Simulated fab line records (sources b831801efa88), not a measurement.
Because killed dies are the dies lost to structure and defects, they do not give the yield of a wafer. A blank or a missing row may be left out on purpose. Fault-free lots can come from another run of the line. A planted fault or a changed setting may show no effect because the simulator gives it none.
fab line records | flow gf180mcu
[record] lots = 5 wafers = 15 lastDay = 33
route steps=602 shown MIM@519 M5@526 V5@540
lots that met no fault: from a run of the same line without faults
startH: start of the lot's first displayed wafer, in hours after the record's first day | waitH: time in hours since the lot's previous step | " unchanged from the row above | L1.1+2: a single row standing in for several wafers | - either no value or no given start | * or withheld: withheld | < > ~ a bound
route shown NAME@n: a module of which the file shows steps, and the number in the route of the first | usual: mean/standard deviation of fault-free wafers | same: alike in all rows | chamber/n: place in a boat | sites: readings site by site | _std_site: how widely they spread, as a standard deviation | _edge_site: outer sites' mean less inner sites' | radiusMm: how far each site lies from the wafer's centre | mask NAME#n: copy n | behind: the last tool/chamber to shape the wafer | hold: reason for holding the lot/hours on hold/outcome of the hold | device: which transistor (n, p or np) failed to switch | end of line: tests run on the same wafers once the route is complete | a step given without rows: its recipe and nothing more | killed: dies that structure and defects cost at the first sort, which is not the same as the wafer's yield | map: a wafer's dies, marking killed ones x, the rest . and places with no die _
set.NAME: the setting as run; set.NAME@STEP: as run at that earlier step | model.NAME: the simulator's own value behind a step, which no gauge read
lots at some steps of the route; a table a step, a row a wafer
services: from which hour (startH, from the record's first day; less than 0 if before it) a tool's chamber was out of use, for how many hours, and why
[[steps]]
[step GF_MIM_EXPOSE_16]
[recipe] maskId = FuseTop targetCdNm = 2000 na = 0.6 sourceShape = conventional sigmaOuter = 0.6 doseMj = 140
// columns lot.wafer tool chamber startH waitH mask
L076.2+4+6 ilineStepper-01 0 - - FuseTop#0
L077.2+3+4 ilineStepper-02 0 - - FuseTop#0
L078.1+4+6 ilineStepper-02 0 - - FuseTop#0
L080.1+4+6 ilineStepper-02 0 - - FuseTop#0
L094.1+2+5 ilineStepper-02 0 - - FuseTop#0
[step GF_MIM_PEB_17]
[recipe] tempC = withheld timeS = * resist = NOVOLAK
// columns lot.wafer tool chamber startH waitH
L076.2+4+6 lithoTrack-02 0 - -
L077.2+3+4 lithoTrack-03 0 - -
L078.1+4+6 lithoTrack-03 0 - -
L080.1+4+6 lithoTrack-03 0 - -
L094.1+2+5 lithoTrack-02 0 - -
[step GF_MIM_DEVELOP_18]
[recipe] developTimeS = 60 devTempC = 23
// columns lot.wafer tool chamber startH waitH
L076.2+4+6 lithoTrack-02 0 594.66 0.1
L077.2+3+4 lithoTrack-03 0 600.99 0.1
L078.1+4+6 lithoTrack-03 0 611.62 0.1
L080.1+4+6 lithoTrack-03 0 630.77 0.1
L094.1+2+5 lithoTrack-02 0 727.58 0.1
[step GF_MIM_METAL_ETCH_19]
[recipe] chemistry = Cl2/BCl3 maskMaterial = NOVOLAK stopOn = Si3N4 targetDepthNm = 324.5 pressureMtorr = 8 icpW = 800 biasW = 140 Cl2_flow_sccm = 80 bcl3FlowSccm = 40 timeS = 54.1
[usual] drypumpMotorCurrentA = 5.8/0.55 oesProductAu = 0.957/0.0068 throttleValvePct = 28.266/0.011
// columns lot.wafer tool chamber startH waitH drypumpMotorCurrentA oesProductAu rfHoursCounterH throttleValvePct
L076.2 rieMetal-02 1 594.78 0.1 5.6 0.959 11 28.238
L076.4 " 0 " " 4.7 0.957 - 28.269
L076.6 " 1 " " 5.6 0.952 - 28.253
L077.2 rieMetal-04 1 601.12 0.1 6.0 0.956 0 28.249
L077.3 " 1 " " 5.9 0.956 - 28.273
L077.4 " 0 " " 6.0 0.964 - 28.268
L078.1 rieMetal-04 0 611.77 0.1 6.0 0.959 4 28.289
L078.4 " 1 " " 6.0 0.951 - 28.274
L078.6 " 0 " " 6.0 0.965 - 28.247
L080.1 rieMetal-04 0 630.92 0.1 6.0 0.951 5 28.265
L080.4 " 0 " " 6.0 0.956 - 28.267
L080.6 " 0 " " 6.0 0.962 - 28.278
L094.1 rieMetal-03 1 727.73 0.1 6.5 0.959 6 28.277
L094.2 " 0 " " 5.9 0.957 7 28.273
L094.5 " 0 " " 5.9 0.958 - 28.265
[step GF_MIM_STRIP_20]
[recipe] chemistry = O2/N2 powerW = 1400 pressureMtorr = 1500 platenTempC = 250 o2FlowSccm = 3000 n2FlowSccm = 300 overashFraction = 0.5
[usual] drypumpMotorCurrentA = 5.68/0.3 heaterPowerW = 367/78 n2FlowSccm = 300.0/0.74 oesProductAu = 0.692/0.0052 stripTimeToEndpointS = 11.22/0.033
// columns lot.wafer tool chamber startH waitH drypumpMotorCurrentA heaterPowerW n2FlowSccm oesProductAu rfHoursCounterH stripTimeToEndpointS
L076.2 plasmaAsher-03 1 594.85 0.0 5.21 333 299.9 0.689 99 11.26
L076.4 " 0 " " 5.39 359 300.8 0.686 - 11.21
L076.6 " 1 " " 5.23 328 300.5 0.704 - 11.29
L077.2 plasmaAsher-03 0 601.19 0.0 5.38 356 300.6 0.698 100 11.23
L077.3 " 0 " " 5.39 362 300.0 0.689 - 11.26
L077.4 " 1 " " 5.24 335 300.4 0.687 - 11.24
L078.1 plasmaAsher-03 0 611.84 0.0 5.41 351 300.2 0.698 101 11.27
L078.4 " 0 " " 5.41 360 299.9 0.699 - 11.25
L078.6 " 0 " " 5.41 353 301.0 0.696 - 11.23
L080.1 plasmaAsher-03 1 630.99 0.0 5.20 332 300.3 0.689 103 11.21
L080.4 " 1 " " 5.20 328 299.0 0.691 - 11.24
L080.6 " 0 " " 5.39 353 298.9 0.703 - 11.22
L094.1 plasmaAsher-01 0 727.80 0.0 5.90 511 299.6 0.689 66 11.21
L094.2 " 1 " " 5.78 331 301.8 0.699 66 11.20
L094.5 " 0 " " 5.90 506 300.6 0.688 - 11.22
[step GF_MIM_STRIP_21]
[recipe] chemistry = postEtchResidueRemover timeS = 1200 tempC = 72.5
// columns lot.wafer tool chamber startH waitH
L076.2+4+6 wetBench-04 3 594.95 0.1
L077.2+3+4 wetBench-04 2 601.29 0.1
L078.1+4+6 wetBench-02 3 611.94 0.1
L080.1+4+6 wetBench-02 1 631.09 0.1
L094.1+2+5 wetBench-04 2 727.92 0.1
[step GF_MIM_CLEAN_22]
[recipe] chemistry = DIW dry = n2Spin
// columns lot.wafer tool chamber startH waitH
L076.2+4+6 wetBench-01 1 595.30 0.0
L077.2+3+4 wetBench-01 0 601.63 0.0
L078.1+4+6 wetBench-04 1 612.28 0.0
L080.1+4+6 wetBench-01 3 631.43 0.0
L094.1+2+5 wetBench-01 0 728.29 0.0
[step GF_M5_DEHYDRATE_00]
[recipe] tempC = 200 timeS = 60
[usual] heaterPowerTotalW = 160.38/0.12
// columns lot.wafer tool chamber startH waitH heaterPowerTotalW
L076.2 lithoTrack-01 0 605.40 10.0 160.31
L076.4 " 0 " " 160.37
L076.6 " 0 " " 160.53
L077.2 lithoTrack-01 0 611.35 9.6 160.36
L077.3 " 0 " " 160.37
L077.4 " 0 " " 160.19
L078.1 lithoTrack-02 0 622.33 10.0 160.39
L078.4 " 0 " " 160.57
L078.6 " 0 " " 160.33
L080.1 lithoTrack-03 0 640.52 9.0 160.40
L080.4 " 0 " " 160.30
L080.6 " 0 " " 160.50
L094.1 lithoTrack-02 0 736.33 7.9 160.44
L094.2 " 0 " " 160.32
L094.5 " 0 " " 160.32
[step GF_M5_HMDS_01]
[recipe] primeTimeS = 60 primeTempC = 120
// columns lot.wafer tool chamber startH waitH
L076.2+4+6 lithoTrack-01 0 605.55 0.1
L077.2+3+4 lithoTrack-01 0 611.50 0.1
L078.1+4+6 lithoTrack-02 0 622.48 0.1
L080.1+4+6 lithoTrack-03 0 640.67 0.1
L094.1+2+5 lithoTrack-02 0 736.48 0.1
[step GF_M5_COAT_02]
[recipe] resist = KrF spinRpm = withheld resistThkNm = 1000
// columns lot.wafer tool chamber startH waitH
L076.2+4+6 lithoTrack-01 0 605.70 0.1
L077.2+3+4 lithoTrack-01 0 611.65 0.1
L078.1+4+6 lithoTrack-02 0 622.63 0.1
L080.1+4+6 lithoTrack-03 0 640.82 0.1
L094.1+2+5 lithoTrack-02 0 736.63 0.1
[step GF_M5_SOFTBAKE_03]
[recipe] tempC = 130 timeS = 60 resist = KrF
[usual] heaterPowerTotalW = 93.06/0.058
// columns lot.wafer tool chamber startH waitH heaterPowerTotalW
L076.2 lithoTrack-01 0 605.85 0.1 93.02
L076.4 " 0 " " 93.02
L076.6 " 0 " " 93.10
L077.2 lithoTrack-01 0 611.80 0.1 92.99
L077.3 " 0 " " 92.95
L077.4 " 0 " " 93.03
L078.1 lithoTrack-02 0 622.78 0.1 93.14
L078.4 " 0 " " 93.01
L078.6 " 0 " " 93.09
L080.1 lithoTrack-03 0 640.97 0.1 93.02
L080.4 " 0 " " 93.06
L080.6 " 0 " " 93.19
L094.1 lithoTrack-02 0 736.78 0.1 92.96
L094.2 " 0 " " 93.13
L094.5 " 0 " " 92.96
[step GF_M5_EXPOSE_04]
[recipe] maskId = Metal5 targetCdNm = 280 na = 0.68 sourceShape = conventional sigmaOuter = 0.6 doseMj = 28
// columns lot.wafer tool chamber startH waitH mask
L076.2+4+6 krfScanner-02 0 - - Metal5#0
L077.2+3+4 krfScanner-01 0 - - Metal5#0
L078.1+4+6 krfScanner-01 0 - - Metal5#0
L080.1+4+6 krfScanner-02 0 - - Metal5#0
L094.1+2+5 krfScanner-02 0 - - Metal5#0
[step GF_M5_PEB_05]
[recipe] pebTempC = 135 pebTimeS = 90 resist = KrF
[usual] heaterPowerTotalW = 85.71/0.079
[same] pebTimeS = 90
// columns lot.wafer tool chamber startH waitH heaterPowerTotalW
L076.2 lithoTrack-01 0 - - 85.68
L076.4 " 0 " " 85.74
L076.6 " 0 " " 85.63
L077.2 lithoTrack-01 0 - - 85.64
L077.3 " 0 " " 85.69
L077.4 " 0 " " 85.76
L078.1 lithoTrack-03 0 - - 85.76
L078.4 " 0 " " 85.60
L078.6 " 0 " " 85.89
L080.1 lithoTrack-01 0 - - 85.62
L080.4 " 0 " " 85.74
L080.6 " 0 " " 85.81
L094.1 lithoTrack-02 0 - - 85.76
L094.2 " 0 " " 85.72
L094.5 " 0 " " 85.76
[step GF_M5_DEVELOP_06]
[recipe] developTimeS = 60 devTempC = 21
// columns lot.wafer tool chamber startH waitH
L076.2+4+6 lithoTrack-01 0 616.00 0.2
L077.2+3+4 lithoTrack-01 0 622.35 0.2
L078.1+4+6 lithoTrack-03 0 632.22 0.2
L080.1+4+6 lithoTrack-01 0 650.93 0.2
L094.1+2+5 lithoTrack-02 0 744.88 0.2
[step GF_M5_CD_MEAS_07]
[recipe] targetCdNm = 280
[usual] cdNm = 279.7/1.1
// columns lot.wafer tool chamber startH waitH cdNm
L076.2 cdSem-02 - 616.15 0.1 280.3
L076.4 " - " " 280.1
L076.6 " - " " 279.4
L077.2 cdSem-01 - 622.50 0.1 279.7
L077.3 " - " " 280.6
L077.4 " - " " 280.6
L078.1 cdSem-02 - 632.37 0.1 280.5
L078.4 " - " " 280.5
L078.6 " - " " 279.5
L080.1 cdSem-01 - 651.08 0.1 279.9
L080.4 " - " " 279.5
L080.6 " - " " 278.9
L094.1 cdSem-02 - 745.03 0.1 280.2
L094.2 " - " " 280.2
L094.5 " - " " 280.0
[step GF_M5_OVL_MEAS_08]
[usual] M5_OVL = 1/4.7
// columns lot.wafer tool chamber startH waitH M5_OVL[nm]
L076.2 overlay-02 - 616.25 0.1 -4
L076.4 " - " " -2
L076.6 " - " " 1
L077.2 overlay-01 - 622.60 0.1 9
L077.3 " - " " 4
L077.4 " - " " 4
L078.1 overlay-01 - 632.49 0.1 -7
L078.4 " - " " -1
L078.6 " - " " -4
L080.1 overlay-01 - 651.20 0.1 1
L080.4 " - " " -3
L080.6 " - " " -2
L094.1 overlay-01 - 745.15 0.1 0
L094.2 " - " " -5
L094.5 " - " " 3
[step GF_M5_ETCH_09]
[recipe] chemistry = CF4/O2 target = Si3N4 targetDepthNm = 52 sourceW = 800 biasW = 150 pressureMtorr = 150 cf4FlowSccm = 80 O2_flow_sccm = 10 timeS = 11.6
[usual] drypumpMotorCurrentA = 5.5/0.36 oesProductAu = 1.000/0.015 throttleValvePct = 5.969/0.0095
// columns lot.wafer tool chamber startH waitH drypumpMotorCurrentA oesProductAu rfHoursCounterH throttleValvePct
L076.2 rieDiel-01 3 616.28 0.0 5.3 1.007 69 5.970
L076.4 " 2 " " 6.3 1.001 2 5.956
L076.6 " 2 " " 6.3 1.001 - 5.972
L077.2 rieDiel-02 3 622.63 0.0 5.7 1.008 16 5.955
L077.3 " 0 " " 5.6 1.029 25 5.979
L077.4 " 1 " " 5.4 0.989 9 5.973
L078.1 rieDiel-03 3 632.52 0.0 5.7 1.007 3 5.980
L078.4 " 2 " " 4.9 0.986 - 5.966
L078.6 " 3 " " 5.6 0.999 - 5.969
L080.1 rieDiel-01 0 651.23 0.0 5.5 0.998 5 5.974
L080.4 " 0 " " 5.5 0.983 - 5.952
L080.6 " 2 " " 6.3 1.002 - 5.961
L094.1 rieDiel-03 0 745.19 0.0 5.8 0.981 6 5.951
L094.2 " 2 " " 4.9 0.982 7 5.971
L094.5 " 1 " " 5.0 1.013 - 5.974
[step GF_M5_METAL_ETCH_10]
[recipe] chemistry = Cl2/BCl3 maskMaterial = KrF targetDepthNm = 750.8 stopOn = SiO2 pressureMtorr = 8 icpW = 800 biasW = 142.6 Cl2_flow_sccm = 80 bcl3FlowSccm = 40 timeS = 125.1
[usual] drypumpMotorCurrentA = 5.2/0.51 oesProductAu = 0.990/0.0054 throttleValvePct = 28.229/0.0096
// columns lot.wafer tool chamber startH waitH drypumpMotorCurrentA oesProductAu rfHoursCounterH throttleValvePct
L076.2 rieMetal-02 0 616.35 0.1 4.8 0.987 - 28.225
L076.4 " 0 " " 4.8 0.994 - 28.228
L076.6 " 0 " " 4.8 1.000 - 28.218
L077.2 rieMetal-04 0 622.66 0.0 6.0 0.989 5 28.235
L077.3 " 0 " " 6.0 1.000 - 28.239
L077.4 " 1 " " 6.0 0.985 - 28.228
L078.1 rieMetal-02 1 632.54 0.0 5.6 0.991 0 28.218
L078.4 " 0 " " 4.8 0.974 - 28.238
L078.6 " 1 " " 5.6 0.986 - 28.231
L080.1 rieMetal-01 1 651.26 0.0 4.7 0.989 13 28.237
L080.4 " 0 " " 5.0 0.999 - 28.227
L080.6 " 1 " " 4.7 0.988 - 28.237
L094.1 rieMetal-01 0 745.21 0.0 5.1 0.999 7 28.242
L094.2 " 1 " " 4.7 0.991 17 28.230
L094.5 " 1 " " 4.7 0.993 - 28.241
[step GF_M5_STRIP_11]
[recipe] chemistry = O2/N2 powerW = 1400 pressureMtorr = 1500 platenTempC = 250 o2FlowSccm = 3000 n2FlowSccm = 300 overashFraction = 0.5
[usual] drypumpMotorCurrentA = 5.6/0.33 heaterPowerW = 318/21 n2FlowSccm = 300.2/0.81 oesProductAu = 0.522/0.0052 stripTimeToEndpointS = 7.03/0.037
// columns lot.wafer tool chamber startH waitH drypumpMotorCurrentA heaterPowerW n2FlowSccm oesProductAu rfHoursCounterH stripTimeToEndpointS
L076.2 plasmaAsher-02 1 616.57 0.2 6.0 327 299.4 0.522 18 7.00
L076.4 " 1 " " 6.0 321 299.5 0.519 - 6.98
L076.6 " 0 " " 5.4 321 300.3 0.517 - 7.00
L077.2 plasmaAsher-04 1 622.79 0.1 6.1 294 300.3 0.528 83 7.00
L077.3 " 0 " " 5.5 304 300.1 0.522 - 6.99
L077.4 " 1 " " 6.1 284 300.8 0.527 - 7.00
L078.1 plasmaAsher-04 0 632.67 0.1 5.6 306 300.1 0.524 84 6.99
L078.4 " 1 " " 6.1 289 299.6 0.519 - 7.04
L078.6 " 1 " " 6.1 290 300.3 0.528 - 6.99
L080.1 plasmaAsher-03 1 651.39 0.1 5.2 336 300.0 0.526 105 7.07
L080.4 " 1 " " 5.2 330 300.5 0.528 - 7.07
L080.6 " 0 " " 5.4 348 302.6 0.529 - 7.00
L094.1 plasmaAsher-03 0 745.34 0.1 5.4 352 300.7 0.517 0 6.95
L094.2 " 1 " " 5.2 334 299.8 0.521 0 7.07
L094.5 " 0 " " 5.4 353 299.9 0.525 - 7.02
[step GF_M5_STRIP_12]
[recipe] chemistry = postEtchResidueRemover timeS = 1200 tempC = 72.5
// columns lot.wafer tool chamber startH waitH
L076.2+4+6 wetBench-02 0 616.67 0.1
L077.2+3+4 wetBench-04 3 622.89 0.1
L078.1+4+6 wetBench-03 1 632.77 0.1
L080.1+4+6 wetBench-02 3 651.49 0.1
L094.1+2+5 wetBench-04 3 745.44 0.1
[step GF_M5_CLEAN_13]
[recipe] chemistry = DIW dry = n2Spin
// columns lot.wafer tool chamber startH waitH
L076.2+4+6 wetBench-02 3 617.06 0.1
L077.2+3+4 wetBench-02 3 623.23 0.0
L078.1+4+6 wetBench-02 3 633.12 0.0
L080.1+4+6 wetBench-04 0 651.83 0.0
L094.1+2+5 wetBench-02 1 745.78 0.0
[step GF_V5_CVD_00]
[recipe] material = SiO2 targetThkNm = 300 sigmaOpenFrac = 0.3 tempC = 400 timeS = 50 sih4FlowSccm = 60 pressureMtorr = 6
// columns lot.wafer tool chamber startH waitH
L076.2+4+6 hdpcvd-01 0,0,2 617.15 0.0
L077.2+3+4 hdpcvd-02 1,2,0 623.32 0.0
L078.1+4+6 hdpcvd-02 1,1,2 633.22 0.0
L080.1+4+6 hdpcvd-01 1,1,2 651.92 0.0
L094.1+2+5 hdpcvd-01 0,2,2 745.88 0.0
[step GF_V5_THK_MEAS_01]
[recipe] reads = SiO2_of_V5_CVD_00
[usual] V5_CVD_00_THK = 298/5.1
// columns lot.wafer tool chamber startH waitH V5_CVD_00_THK[nm]
L076.2 filmMetro-02 - 617.24 0.1 297
L076.4 " - " " 302
L076.6 " - " " 299
L077.2 filmMetro-02 - 623.37 0.0 294
L077.3 " - " " 305
L077.4 " - " " 305
L078.1 filmMetro-03 - 633.26 0.0 290
L078.4 " - " " 288
L078.6 " - " " 303
L080.1 filmMetro-04 - 651.99 0.0 295
L080.4 " - " " 296
L080.6 " - " " 299
L094.1 filmMetro-04 - 745.92 0.0 296
L094.2 " - " " 291
L094.5 " - " " 293
[step GF_V5_CVD_02]
[recipe] material = SiO2 targetThkNm = 1450 precursor = TEOS tempC = 400 timeS = 163.28 rfW = 600
[usual] heaterPowerW = 641/91
// columns lot.wafer tool chamber startH waitH heaterPowerW
L076.2 pecvd-01 0 617.29 0.0 579
L076.4 " 2 " " 555
L076.6 " 1 " " 552
L077.2 pecvd-01 2 623.42 0.0 524
L077.3 " 1 " " 673
L077.4 " 2 " " 564
L078.1 pecvd-01 2 633.32 0.1 544
L078.4 " 0 " " 525
L078.6 " 2 " " 456
L080.1 pecvd-03 0 652.05 0.1 701
L080.4 " 2 " " 709
L080.6 " 0 " " 584
L094.1 pecvd-01 0 745.98 0.1 619
L094.2 " 1 " " 616
L094.5 " 2 " " 560
[step GF_V5_THK_MEAS_03]
[recipe] reads = SiO2_of_V5_CVD_02
[usual] V5_CVD_02_THK = 1450/21
// columns lot.wafer tool chamber startH waitH V5_CVD_02_THK[nm]
L076.2 filmMetro-02 - 617.40 0.1 1451
L076.4 " - " " 1499
L076.6 " - " " 1487
L077.2 filmMetro-02 - 623.54 0.1 1455
L077.3 " - " " 1479
L077.4 " - " " 1503
L078.1 filmMetro-04 - 633.43 0.1 1463
L078.4 " - " " 1464
L078.6 " - " " 1472
L080.1 filmMetro-04 - 652.16 0.1 1437
L080.4 " - " " 1470
L080.6 " - " " 1479
L094.1 filmMetro-04 - 746.09 0.1 1429
L094.2 " - " " 1409
L094.5 " - " " 1451
[step GF_V5_CMP_04]
[recipe] material = SiO2 downForcePsi = 4 platenRpm = 60 padVelocityMS = 0.94248
[usual] motorCurrentA = 11.4/1.2
// columns lot.wafer tool chamber startH waitH motorCurrentA
L076.2 cmp-01 2 617.45 0.0 12.0
L076.4 " 1 " " 9.8
L076.6 " 3 " " 11.3
L077.2 cmp-01 0 623.59 0.0 10.8
L077.3 " 1 " " 9.0
L077.4 " 3 " " 11.2
L078.1 cmp-01 3 633.59 0.1 11.0
L078.4 " 0 " " 9.6
L078.6 " 1 " " 9.3
L080.1 cmp-02 0 652.34 0.2 11.5
L080.4 " 1 " " 13.5
L080.6 " 0 " " 11.3
L094.1 cmp-02 3 747.03 0.9 10.8
L094.2 " 1 " " 14.0
L094.5 " 3 " " 10.8
[step GF_V5_BOW_MEAS_05]
[recipe] mode = bow
[usual] V5_BOW = 131/9.7
// columns lot.wafer tool chamber startH waitH V5_BOW[um]
L076.2 filmMetro-02 - 617.77 0.3 115
L076.4 " - " " 112
L076.6 " - " " 114
L077.2 filmMetro-04 - 623.91 0.3 132
L077.3 " - " " 141
L077.4 " - " " 126
L078.1 filmMetro-02 - 633.79 0.1 114
L078.4 " - " " 133
L078.6 " - " " 126
L080.1 filmMetro-04 - 652.59 0.2 128
L080.4 " - " " 138
L080.6 " - " " 125
L094.1 filmMetro-02 - 747.33 0.2 110
L094.2 " - " " 126
L094.5 " - " " 122
[step GF_V5_DEHYDRATE_06]
[recipe] tempC = 200 timeS = 60
[usual] heaterPowerTotalW = 160.37/0.13
// columns lot.wafer tool chamber startH waitH heaterPowerTotalW
L076.2 lithoTrack-01 0 627.30 9.5 160.49
L076.4 " 0 " " 160.50
L076.6 " 0 " " 160.20
L077.2 lithoTrack-01 0 633.40 9.5 160.16
L077.3 " 0 " " 160.57
L077.4 " 0 " " 160.51
L078.1 lithoTrack-01 0 643.08 9.3 160.45
L078.4 " 0 " " 160.61
L078.6 " 0 " " 160.43
L080.1 lithoTrack-01 0 661.58 9.0 160.50
L080.4 " 0 " " 160.49
L080.6 " 0 " " 160.19
L094.1 lithoTrack-03 0 754.56 7.2 160.37
L094.2 " 0 " " 160.20
L094.5 " 0 " " 160.33
[step GF_V5_HMDS_07]
[recipe] primeTimeS = 60 primeTempC = 120
// columns lot.wafer tool chamber startH waitH
L076.2+4+6 lithoTrack-01 0 627.45 0.1
L077.2+3+4 lithoTrack-01 0 633.55 0.1
L078.1+4+6 lithoTrack-01 0 643.23 0.1
L080.1+4+6 lithoTrack-01 0 661.73 0.1
L094.1+2+5 lithoTrack-03 0 754.71 0.1
[step GF_V5_COAT_08]
[recipe] resist = BARC tempC = withheld timeS = withheld spinRpm = withheld resistThkNm = withheld
// columns lot.wafer tool chamber startH waitH
L076.2+4+6 lithoTrack-01 0 627.60 0.1
L077.2+3+4 lithoTrack-01 0 633.70 0.1
L078.1+4+6 lithoTrack-01 0 643.38 0.1
L080.1+4+6 lithoTrack-01 0 661.88 0.1
L094.1+2+5 lithoTrack-03 0 754.86 0.1
[step GF_V5_COAT_09]
[recipe] resist = KrF spinRpm = withheld resistThkNm = 1000
// columns lot.wafer tool chamber startH waitH
L076.2+4+6 lithoTrack-01 0 - -
L077.2+3+4 lithoTrack-01 0 - -
L078.1+4+6 lithoTrack-01 0 - -
L080.1+4+6 lithoTrack-01 0 - -
L094.1+2+5 lithoTrack-03 0 - -
[step GF_V5_SOFTBAKE_10]
[recipe] tempC = 130 timeS = 60 resist = KrF
[usual] heaterPowerTotalW = 93.05/0.062
// columns lot.wafer tool chamber startH waitH heaterPowerTotalW
L076.2 lithoTrack-01 0 - - 92.97
L076.4 " 0 " " 93.12
L076.6 " 0 " " 92.93
L077.2 lithoTrack-01 0 - - 93.10
L077.3 " 0 " " 93.09
L077.4 " 0 " " 93.11
L078.1 lithoTrack-01 0 - - 93.14
L078.4 " 0 " " 93.10
L078.6 " 0 " " 93.08
L080.1 lithoTrack-01 0 - - 93.10
L080.4 " 0 " " 93.00
L080.6 " 0 " " 93.08
L094.1 lithoTrack-03 0 - - 93.03
L094.2 " 0 " " 93.14
L094.5 " 0 " " 93.06
[step GF_V5_EXPOSE_11]
[recipe] maskId = Via5 targetCdNm = 260 na = 0.68 sourceShape = conventional sigmaOuter = 0.6 doseMj = 38
// columns lot.wafer tool chamber startH waitH mask
L076.2+4+6 krfScanner-01 0 - - Via5#0
L077.2+3+4 krfScanner-02 0 - - Via5#0
L078.1+4+6 krfScanner-02 0 - - Via5#0
L080.1+4+6 krfScanner-01 0 - - Via5#0
L094.1+2+5 krfScanner-02 0 - - Via5#0
[step GF_V5_PEB_12]
[recipe] pebTempC = 135 pebTimeS = 90 resist = KrF
[usual] heaterPowerTotalW = 85.69/0.084
[same] pebTimeS = 90
// columns lot.wafer tool chamber startH waitH heaterPowerTotalW
L076.2 lithoTrack-03 0 - - 85.60
L076.4 " 0 " " 85.84
L076.6 " 0 " " 85.70
L077.2 lithoTrack-03 0 - - 85.58
L077.3 " 0 " " 85.69
L077.4 " 0 " " 85.74
L078.1 lithoTrack-01 0 - - 85.69
L078.4 " 0 " " 85.73
L078.6 " 0 " " 85.70
L080.1 lithoTrack-03 0 - - 85.59
L080.4 " 0 " " 85.77
L080.6 " 0 " " 85.62
L094.1 lithoTrack-03 0 - - 85.67
L094.2 " 0 " " 85.81
L094.5 " 0 " " 85.63
[step GF_V5_DEVELOP_13]
[recipe] developTimeS = 60 resist = KrF devTempC = 21
// columns lot.wafer tool chamber startH waitH
L076.2+4+6 lithoTrack-03 0 637.79 0.2
L077.2+3+4 lithoTrack-03 0 643.99 0.2
L078.1+4+6 lithoTrack-01 0 653.23 0.2
L080.1+4+6 lithoTrack-03 0 671.16 0.2
L094.1+2+5 lithoTrack-03 0 763.46 0.2
[step GF_V5_CD_MEAS_14]
[recipe] targetCdNm = 260
[usual] cdNm = 260.0/1.6
// columns lot.wafer tool chamber startH waitH cdNm
L076.2 cdSem-02 - 637.94 0.1 262.2
L076.4 " - " " 260.5
L076.6 " - " " 260.9
L077.2 cdSem-01 - 644.14 0.1 256.4
L077.3 " - " " 257.3
L077.4 " - " " 256.2
L078.1 cdSem-01 - 653.41 0.2 258.0
L078.4 " - " " 257.8
L078.6 " - " " 258.1
L080.1 cdSem-01 - 671.31 0.1 261.2
L080.4 " - " " 262.0
L080.6 " - " " 261.6
L094.1 cdSem-02 - 763.61 0.1 259.6
L094.2 " - " " 258.7
L094.5 " - " " 258.8
[step GF_V5_OVL_MEAS_15]
[usual] V5_OVL = -3/5.3
// columns lot.wafer tool chamber startH waitH V5_OVL[nm]
L076.2 overlay-01 - 638.04 0.1 -4
L076.4 " - " " -5
L076.6 " - " " -6
L077.2 overlay-01 - 644.24 0.1 -7
L077.3 " - " " -11
L077.4 " - " " -8
L078.1 overlay-01 - 653.53 0.1 -11
L078.4 " - " " -9
L078.6 " - " " -4
L080.1 overlay-01 - 671.43 0.1 1
L080.4 " - " " -5
L080.6 " - " " -2
L094.1 overlay-02 - 763.73 0.1 3
L094.2 " - " " -3
L094.5 " - " " 2
[step GF_V5_ETCH_16]
[recipe] chemistry = N2/H2 targetDepthA = withheld overetchA = withheld timeS = withheld target = BARC ionEnergyEv = 200 sourceW = 500 biasW = 100 pressureMtorr = 30 n2FlowSccm = 100 h2FlowSccm = 200
[usual] drypumpMotorCurrentA = 5.7/0.42 n2FlowSccm = 100.00/0.28 oesProductAu = 0.854/0.0049 throttleValvePct = 13.223/0.0091
// columns lot.wafer tool chamber startH waitH drypumpMotorCurrentA n2FlowSccm oesProductAu throttleValvePct
L076.2 rieDiel-01 2 638.07 0.0 6.3 99.80 0.845 13.225
L076.4 " 0 " " 5.5 100.14 0.852 13.218
L076.6 " 1 " " 5.4 100.48 0.857 13.240
L077.2 rieDiel-01 2 644.27 0.0 6.3 100.22 0.853 13.213
L077.3 " 0 " " 5.5 99.97 0.846 13.225
L077.4 " 0 " " 5.5 99.76 0.852 13.237
L078.1 rieDiel-01 0 653.57 0.0 5.5 99.90 0.854 13.219
L078.4 " 2 " " 6.3 99.95 0.857 13.210
L078.6 " 0 " " 5.6 99.83 0.853 13.229
L080.1 rieDiel-04 3 671.47 0.0 5.8 99.88 0.854 13.225
L080.4 " 2 " " 6.0 100.43 0.849 13.201
L080.6 " 1 " " 6.1 99.75 0.852 13.217
L094.1 rieDiel-04 3 763.77 0.0 5.8 100.21 0.850 13.208
L094.2 " 1 " " 6.1 100.32 0.857 13.238
L094.5 " 0 " " 6.0 99.86 0.857 13.241
[step GF_V5_ETCH_17]
[recipe] chemistry = C4F8/O2/Ar maskMaterial = KrF target = SiO2 stopOn = TiN sourceW = 1500 biasW = 1200 pressureMtorr = 40 c4f8FlowSccm = withheld O2_flow_sccm = 6 Ar_flow_sccm = 300 timeS = withheld targetDepthA = 8550
[usual] oesProductAu = 0.859/0.0042
// columns lot.wafer tool chamber startH waitH oesProductAu
L076.2 rieDiel-01 2 - - 0.857
L076.4 " 0 " " 0.862
L076.6 " 1 " " 0.858
L077.2 rieDiel-01 2 - - 0.858
L077.3 " 0 " " 0.859
L077.4 " 0 " " 0.865
L078.1 rieDiel-01 0 - - 0.864
L078.4 " 2 " " 0.861
L078.6 " 0 " " 0.859
L080.1 rieDiel-04 3 - - 0.868
L080.4 " 2 " " 0.862
L080.6 " 1 " " 0.868
L094.1 rieDiel-04 3 - - 0.863
L094.2 " 1 " " 0.863
L094.5 " 0 " " 0.862
[[services]]
// columns tool chamber startH hours kind
krfScanner-01 - 560.75 1.8 repair
rieDiel-04 3 569.24 8.8 repair
krfScanner-02 - 588.97 0.8 pm
krfScanner-02 - 591.20 4.0 pm
rieDiel-01 2 596.61 1.5 repair
ilineStepper-02 - 597.93 1.7 pm
krfScanner-01 - 598.58 6.0 pm
krfScanner-02 - 622.04 3.6 pm
krfScanner-01 - 632.64 1.0 pm
krfScanner-02 - 653.84 1.0 pm
rieDiel-04 3 660.99 6.9 repair
rieDiel-01 2 666.38 5.3 repair
ilineStepper-02 - 666.78 0.6 repair
krfScanner-02 - 676.84 1.3 pm
krfScanner-02 - 706.14 0.5 repair
ilineStepper-02 - 708.72 2.1 pm
krfScanner-01 - 717.49 0.8 pm
rieDiel-04 - 724.07 15.6 pm
krfScanner-01 - 726.32 7.2 repair
rieDiel-01 - 729.12 2.8 pm
krfScanner-01 - 733.48 1.3 pm
plasmaAsher-03 - 733.75 9.0 pm
krfScanner-02 - 757.11 0.8 pm
rieDiel-01 0 758.97 15.1 repair
[[key]]
fault none
